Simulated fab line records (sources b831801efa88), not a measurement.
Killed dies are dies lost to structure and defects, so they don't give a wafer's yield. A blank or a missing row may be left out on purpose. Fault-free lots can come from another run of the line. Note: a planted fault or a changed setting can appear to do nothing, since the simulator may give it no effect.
Which tool is to blame? ; flow sky130 ; 33 wafers from 11 lots sampled at 4 of the route's 708 steps

WHAT THE GAUGES READ, wafer by wafer
SKY_CAP2M_THK_MEAS_04: measures by xrf.
lot;measured;on;CAP2M_TIN_THK (nm)
L460;day 40 01:26;film metro-04;197.8 197.5 195.9
L463;day 41 00:44;film metro-04;198.3 197.5 198.7
L464;day 41 09:21;film metro-04;198.4 196.7 197.5
L465;day 41 15:43;film metro-04;200.0 201.7 200.5
L467;day 42 04:38;film metro-02;198.2 198.7 195.1
L472;day 43 19:34;film metro-03;200.1 200.4 201.7
L474;day 44 09:04;film metro-03;195.4 195.4 194.2
L475;day 44 14:34;film metro-02;198.8 201.1 199.4
L477;day 44 22:26;film metro-04;200.2 199.0 201.4
L480;day 45 12:03;film metro-04;198.3 197.3 199.3
L481;day 45 18:33;film metro-04;200.5 197.8 199.9

EACH LOT AND THE TOOL THAT RAN IT (in order: tool; ch and the chambers of the sampled wafers; start)
lot;SKY_METAL3_STRIP_19;SKY_VIA3_CMP_24;SKY_METAL4_SPUTTER_01
L460;plasma asher-01 ch 0,1, day 38 21:17;cmp-01 ch 0,2,3, day 40 00:45;pvd sputter-02, day 40 00:58
L463;plasma asher-04 ch 0,1, day 39 21:25;cmp-02 ch 1,3, day 40 23:59;pvd sputter-04, day 41 00:16
L464;plasma asher-04 ch 0,1, day 40 06:06;cmp-01 ch 0,1,3, day 41 08:35;pvd sputter-04, day 41 08:55
L465;plasma asher-03 ch 0,1, day 40 12:56;cmp-02 ch 0,1,2, day 41 14:59;pvd sputter-04, day 41 15:16
L467;plasma asher-01 ch 0,1, day 41 01:44;cmp-02 ch 0,1,2, day 42 03:52;pvd sputter-02, day 42 04:11
L472;plasma asher-01 ch 0,1, day 42 16:43;cmp-01 ch 1,3, day 43 18:50;pvd sputter-04, day 43 19:07
L474;plasma asher-01 ch 1, day 43 07:32;cmp-02 ch 0,2,3, day 44 08:23;pvd sputter-02, day 44 08:37
L475;plasma asher-04 ch 0, day 43 12:55;cmp-02 ch 0,1,3, day 44 13:53;pvd sputter-02, day 44 14:07
L477;plasma asher-03 ch 0,1, day 43 21:14;cmp-02 ch 1,2,3, day 44 21:39;pvd sputter-04, day 44 21:58
L480;plasma asher-03 ch 0,1, day 44 11:13;cmp-02 ch 1,2, day 45 11:14;pvd sputter-04, day 45 11:31
L481;plasma asher-04 ch 0, day 44 18:05;cmp-02 ch 1,2, day 45 17:46;pvd sputter-04, day 45 18:06
- SKY_METAL3_STRIP_19: strips in O2/N2.
- SKY_VIA3_CMP_24: polishes, stops on SiO2, t overpolish 20 s, target thk 0 nm.
- SKY_METAL4_SPUTTER_01: material TiN, target thk 20 nm, time 16.7 s.

THE ANSWER, worked out from the rows above alone
Rule: the lots themselves supply what counts as usual. The widest of any qualifying gaps counts: lots, ordered by their means at a reading, are off when they make up no more than a third of the lots, leave a main group of 4 or more, and stand apart from it by 3 or more times the standard deviation of that group's means. The tables above print the reading to a certain number of digits; a main group whose means all agree to those digits is not used. Also off: a lot with no number at a reading for which 4 or more lots have one. Any other lot the step has rows for is counted as sound.
No lot is off on any of the readings shown, so nothing can be concluded from this.

WHAT HAD BEEN PUT IN BY THE SIMULATOR
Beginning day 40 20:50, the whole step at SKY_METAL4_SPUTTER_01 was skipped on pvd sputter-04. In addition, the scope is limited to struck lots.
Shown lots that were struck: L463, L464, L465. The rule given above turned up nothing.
